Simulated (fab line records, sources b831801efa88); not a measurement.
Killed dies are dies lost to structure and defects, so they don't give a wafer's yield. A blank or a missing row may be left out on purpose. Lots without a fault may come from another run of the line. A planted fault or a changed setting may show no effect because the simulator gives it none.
Problem report in the 8D (eight disciplines) form, filled by code | flow gf180mcu | the parts of the form that need people (team, actions taken, sign-off) are left out

1. THE PROBLEM
cd_nm at GF_V5_CD_MEAS_14 reads a mean of 265.8 nm on 2 wafers of 2 lots; wafers without a fault read 259.9 nm with a standard deviation of 1.1. That is +5.3 standard deviations from the usual mean.
The step: target cd 260 nm.
First seen on wafer L393.3, day 28 17:03, on cd_sem-01. The record holds 39 wafers of 13 lots with a number at this step. Rule for "out", or "out of limits": more than 4 standard deviations from the usual mean. The other wafers with a number count as sound.

2. WHAT IT IS AND WHAT IT IS NOT
question                    | is                   | is not
which readings at this step | cd_nm                | -
which lots                  | L393, L394           | L392, L402, L403, L404, L405, L407, L408, L409, L410, L411, L412
which wafers of those lots  | L393.3, L394.3       | L393.2, L393.4, L394.4, L394.5
read on which gauges        | cd_sem-01, cd_sem-02 | -
when                        | from day 28 17:03    | up to then (5 sound wafers); but 32 sound wafers of L394, L402, L403, L404, L405, L407, L408, L409, L410, L411, L412 came after

3. SUSPECTS, AND WHAT RULES EACH OUT
Counting: a tool at a process step up to the reading stays a suspect if it ran every lot that is out. Sound lots after the first of them don't rule it out here, since some wafers of a struck lot are sound.
- the gauge at GF_V5_CD_MEAS_14: ruled out. The wafers that are out were read on 2 gauges (cd_sem-01, cd_sem-02).
- krf_scanner-01 at GF_V5_EXPOSE_11 (exposes mask Via5, target cd 260 nm): kept. It ran every lot that is out, first L393 (day 28 07:41).
Left after counting: krf_scanner-01 at GF_V5_EXPOSE_11.

4. THE CAUSE (what the simulator had put in)
Process parameter drift: krf_scanner-01, from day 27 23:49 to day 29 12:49, at GF_V5_EXPOSE_11. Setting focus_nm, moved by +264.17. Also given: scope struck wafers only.
Counting left only this tool.

5. THE CHAIN OF EFFECTS, in route order
Each row: a reading whose mean over the struck wafers that have a number lies more than 3 standard deviations from the usual. Only readings for which the record gives a usual standard deviation are gone through. hours: the time from each lot's start at the first step in this table that gives one to its start at this step, as a median over the lots. sigmas: the change in usual standard deviations.
hours | step             | reading | usual    | on struck wafers | change | sigmas
0     | GF_V5_CD_MEAS_14 | cd_nm   | 259.9 nm | 265.8            | +5.9   | +5.3

6. WHAT WOULD HAVE CAUGHT IT SOONER
In this record the first reading out of limits at a measuring or inspecting step was taken at day 28 17:03, 17 hours after the fault began at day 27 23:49.
All the lots that are out (2) had begun GF_V5_EXPOSE_11 on krf_scanner-01 by day 28 17:03. A hold on the tool at that time would have spared none of them.
